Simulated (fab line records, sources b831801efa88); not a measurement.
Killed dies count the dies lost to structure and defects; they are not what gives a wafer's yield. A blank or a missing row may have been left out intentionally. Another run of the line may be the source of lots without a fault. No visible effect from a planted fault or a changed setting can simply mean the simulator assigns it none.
What tool caused it? ; flow sky130 ; Sampling: 13 lots, 39 wafers, 3 of 708 route steps

WHAT EACH GAUGE READ, for each wafer
SKY_SONOS_ONO_THK_MEAS_05. Usual: SONOS_ONO_CVD_04_THK gives 5.67 nm (standard deviation 0.12).
lot;measured;on;SONOS_ONO_CVD_04_THK (nm);flag
L190;day 12 00:01;film_metro-03;5.33 5.42 5.29;
L191;day 12 14:39;film_metro-03;5.62 5.74 5.56;
L192;day 13 04:17;film_metro-03;5.75 5.60 5.68;
L197;day 14 21:19;film_metro-03;5.70 5.66 5.66;
L199;day 14 22:34;film_metro-02;5.67 5.71 5.76;
L200;day 15 10:07;film_metro-01;5.62 5.68 5.63;
L202;day 15 17:14;film_metro-02;5.60 5.50 5.64;
L201;day 15 20:59;film_metro-03;5.56 5.64 5.55;
L208;day 17 22:58;film_metro-02;5.88 5.92 5.77;
L209;day 18 05:54;film_metro-01;5.67 5.68 5.64;
L211;day 18 19:35;film_metro-01;5.81 5.81 5.75;
L212;day 18 19:35;film_metro-02;5.53 5.69 5.63;
L213;day 19 06:05;film_metro-03;5.67 5.73 5.73;

SKY_SONOS_ONO_OVL_MEAS_14. Usual: SONOS_ONO_OVL gives -1.1 nm (standard deviation 1.5).
lot;measured;on;SONOS_ONO_OVL (nm);flag
L190;day 13 00:37;overlay-01;-0.5 -0.9 0.3;
L191;day 13 15:43;overlay-01;-2.9 -2.6 -1.8;
L192;day 14 05:17;overlay-01;-0.9 -1.8 -2.1;
L197;day 16 00:32;overlay-01;0.1 0.6 -1.1;
L199;day 16 01:47;overlay-02;1.0 -0.4 1.5;
L200;day 16 14:18;overlay-01;0.7 -0.5 0.6;
L202;day 16 21:06;overlay-01;0.1 1.0 -1.5;
L201;day 17 00:54;overlay-01;-1.6 -1.4 -0.3;
L208;day 19 04:49;overlay-01;-1.2 -0.5 -0.6;
L209;day 19 12:41;overlay-02;-0.4 -2.2 -1.5;
L211;day 20 01:57;overlay-02;-3.4 -1.5 -1.4;
L212;day 20 02:12;overlay-01;-4.0 -0.6 -0.4;
L213;day 20 13:50;overlay-02;-1.5 -1.7 0.1;

WHICH TOOL RAN EACH LOT (tool, then ch and the chambers of the sampled wafers, then the start)
lot;SKY_VT_ADJUST_PCH_STRIP_09
L190;plasma_asher-01 ch 0,1, day 10 16:11
L191;plasma_asher-01 ch 0,1, day 11 08:46
L192;plasma_asher-01 ch 0,1, day 11 22:14
L197;plasma_asher-03 ch 0,1, day 13 14:02
L199;plasma_asher-04 ch 0,1, day 13 15:19
L200;plasma_asher-04 ch 0,1, day 14 02:26
L202;plasma_asher-03 ch 0,1, day 14 12:17
L201;plasma_asher-01 ch 0,1, day 14 13:05
L208;plasma_asher-04 ch 0,1, day 16 13:53
L209;plasma_asher-04 ch 0,1, day 16 20:14
L211;plasma_asher-03 ch 0,1, day 17 03:41
L212;plasma_asher-04 ch 0,1, day 17 06:02
L213;plasma_asher-03 ch 1, day 17 19:41
- SKY_VT_ADJUST_PCH_STRIP_09: strips in O2/N2.

AS READ BY THE TOOLS THEMSELVES (means over the sampled wafers that have a number; for cases with no such wafer, the mark the record gives instead)
SKY_VT_ADJUST_PCH_STRIP_09. Usual: drypump_motor_current_A 5.9 A, standard deviation 0.39; n2_flow_sccm 299.7 sccm, standard deviation 0.96; oes_product_au 0.722 a.u., standard deviation 0.0045; strip_time_to_endpoint_s 36.95 s, standard deviation 0.11.
lot;tool;drypump_motor_current_A (A);n2_flow_sccm (sccm);oes_product_au (a.u.);strip_time_to_endpoint_s (s);flag
L190;plasma_asher-01;6.0;299.8;0.714;36.87;
L191;plasma_asher-01;6.0;300.2;0.725;37.04;
L192;plasma_asher-01;6.0;299.3;0.726;37.07;
L197;plasma_asher-03;6.3;300.3;0.722;37.04;
L199;plasma_asher-04;5.6;299.2;0.723;37.05;
L200;plasma_asher-04;5.8;299.2;0.723;36.84;
L202;plasma_asher-03;6.2;300.7;0.722;37.10;
L201;plasma_asher-01;5.8;300.4;0.724;36.76;
L208;plasma_asher-04;5.6;299.5;0.722;36.94;
L209;plasma_asher-04;5.8;298.1;0.724;36.95;
L211;plasma_asher-03;6.2;299.8;0.723;36.90;
L212;plasma_asher-04;5.8;299.6;0.723;37.06;
L213;plasma_asher-03;6.1;299.5;0.721;37.15;

THE ANSWER, worked out from the rows above alone
Rule: take the mean of a lot's wafers that have a number; if it is more than 3 standard deviations from the usual mean, the lot is off. Also off: a lot with no number at a reading for which 4 or more lots have one. The other lots that the step has rows for count as sound. Order of review: gauges by route order, followed by the tools' own readings, for which a lot's mean as printed above is used. The first step at which some lot is off is used, and at that step the reading that is off furthest; a lot without a number counts as furthest.
None of the lots is off at any reading shown; this tells nothing.

WHAT WAS PUT IN BY THE SIMULATOR
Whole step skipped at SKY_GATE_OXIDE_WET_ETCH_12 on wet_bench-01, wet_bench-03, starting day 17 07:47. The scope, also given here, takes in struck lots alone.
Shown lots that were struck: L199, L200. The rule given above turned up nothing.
